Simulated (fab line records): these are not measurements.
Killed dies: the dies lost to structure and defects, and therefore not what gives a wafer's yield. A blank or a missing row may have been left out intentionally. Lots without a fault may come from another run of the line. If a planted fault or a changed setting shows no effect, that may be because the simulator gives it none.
Struck lot and sound lot, side by side / flow sky130 / 17 steps out of a route of 708
Sound: wafers L444.1, L444.4, L444.6. Struck: wafers L459.1, L459.5, L459.6. The cause comes at the end.
Each step with rows lists, per side, the tool, then ch with its chambers, then its first start. Under that, the readings that differ: sound wafers / struck wafers / difference of the means / sigmas: that difference in standard deviations of wafers without a fault.
alike: readings with means less than 2 such deviations apart, plus words and numbers identical on both sides. not compared: withheld readings, readings lacking a value on some wafer, bounds such as >300 that could conceal the same value, and numbers that have no deviation in the record and whose values overlap.
The two part at a step that has a row with sigmas, a row that says differs or no value, or rows on one side only. Non-overlapping numbers with no deviation appear without sigmas and do not part them. A reading missing from all wafers of one side parts the sides only when that side holds two or more wafers.

first, 5 steps without rows for these wafers: SKY_SD_N_COAT_02 (resist thk 1140 nm); SKY_SD_N_SOFTBAKE_03 (time 60 s); SKY_SD_N_EXPOSE_04 (exposes mask NSDM, target cd 380 nm); SKY_SD_N_PEB_05; SKY_SD_N_DEVELOP_06 (develop time 60 s).
SKY_SD_N_CD_MEAS_07 targets a cd of 380 nm.
  sound on cd-sem-02, day 31 01:36; struck on cd-sem-02, day 35 11:38
  alike: cd-nm
SKY_SD_N_OVL_MEAS_08:
  sound on overlay-01, day 31 01:43; struck on overlay-01, day 35 11:45
  alike: SD_N_OVL
then, 2 steps without rows for these wafers: SKY_SD_N_IMPLANT_09; SKY_SD_N_IMPLANT_10.
SKY_SD_N_STRIP_11: strips in O2/N2.
  sound on plasma-asher-04 ch 1, day 31 02:03; struck on plasma-asher-02 ch 0,1, day 35 12:05
  alike: chamber-pressure-mTorr, drypump-motor-current-A, oes-product-au, strip-time-to-endpoint-s
  not compared: rf-hours-counter-h
SKY_SD_N_TW_MEAS_12:
  sound on film-metro-04, day 31 02:09; struck on film-metro-01, day 35 12:11
  alike: SD_N_TW
then, 1 step without rows for these wafers: SKY_SD_N_CLEAN_13 (cleans in SC1/SC2, time 150 s).
SKY_SD_N_RTA_14: time 2 s.
  sound on rtp-anneal-01 ch 0, day 31 02:16; struck on rtp-anneal-02 ch 0, day 35 12:18
reading=lamp-power-pct (%); sound=15.76 15.81 15.80; struck=15.92 15.93 16.08; difference=+0.19; sigmas=+3
reading=wafer_temp_C_max; sound=1079.8 1076.5 1078.8; struck=1092.9 1092.2 1094.7; difference=+14.9; sigmas=+11
SKY_SD_N_RS_MEAS_16: the measuring method here is four-point-probe.
  sound on film-metro-03, day 31 02:26; struck on film-metro-03, day 35 12:28
reading=SD_N_RS (ohm/sq); sound=68.57 68.58 68.78; struck=66.11 65.98 65.91; difference=-2.64; sigmas=-22
SKY_SD_N_RS_MEAS_17: the measuring method here is four-point-probe.
  sound on film-metro-03, day 31 02:33; struck on film-metro-03, day 35 12:35
reading=SD_P_RS (ohm/sq); sound=147.8 147.7 147.8; struck=134.3 134.4 134.4; difference=-13.4; sigmas=-32
SKY_SD_N_RS_MEAS_18: the measuring method here is four-point-probe.
  sound on film-metro-03, day 31 02:40; struck on film-metro-03, day 35 12:43
  alike: RES_XHIGH_RS
-- here the record skips 16 days between the struck wafers' starts before and after, leaving off in module SD_N and picking up in module PAD_OPEN (first step shown: number 708 of the route) --
SKY_PAD_OPEN_PROBE_99:
  sound on prober-02, day 48 08:23; struck on prober-01, day 51 07:54
reading=model.etest.res-xhigh-po.line-ohm-um; sound=5717 5564 5783; struck=5111 5106 4973; difference=-625; sigmas=
reading=model.etest.res-xhigh-po.rs-ohm-sq; sound=2001 1967 1998; struck=1760 1757 1733; difference=-239; sigmas=
reading=model.etest.pfet_01v8.r-on-ohm-um; sound=2928 2924 2977; struck=2577 2594 2620; difference=-346; sigmas=
reading=model.etest.res-pdiff.line-ohm-um; sound=1355 1413 1410; struck=1292 1312 1251; difference=-108; sigmas=
reading=model.etest.res-high-po.line-ohm-um; sound=752.3 733.6 733.5; struck=685.5 682.1 677.7; difference=-58.0; sigmas=
reading=model.etest.licon-high-po.rc-ohm; sound=364.8 367.4 345.9; struck=300.4 294.9 285; difference=-65.9; sigmas=
reading=model.etest.res-high-po.rs-ohm-sq; sound=263.6 257 262.5; struck=237 237.2 237.2; difference=-24; sigmas=
  alike: killed_at_M0_to_M3, killed_at_M4_up, killed-at-contacts, killed-at-front-end, killed-at-other, killed-dies, killed-open, killed-short
  not compared: model.etest.res-ndiff.line-ohm-um

== WHERE THEY PART ==
At SKY_SD_N_RTA_14 first; at SKY_SD_N_RS_MEAS_17 last (within this record only). Later steps at which nothing parts them and some readings are alike: SKY_SD_N_RS_MEAS_18, SKY_PAD_OPEN_PROBE_99.

WHY: the cause the simulator had injected
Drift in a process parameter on rtp-anneal-02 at SKY_SD_N_RTA_14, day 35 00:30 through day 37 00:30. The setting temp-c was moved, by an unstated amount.
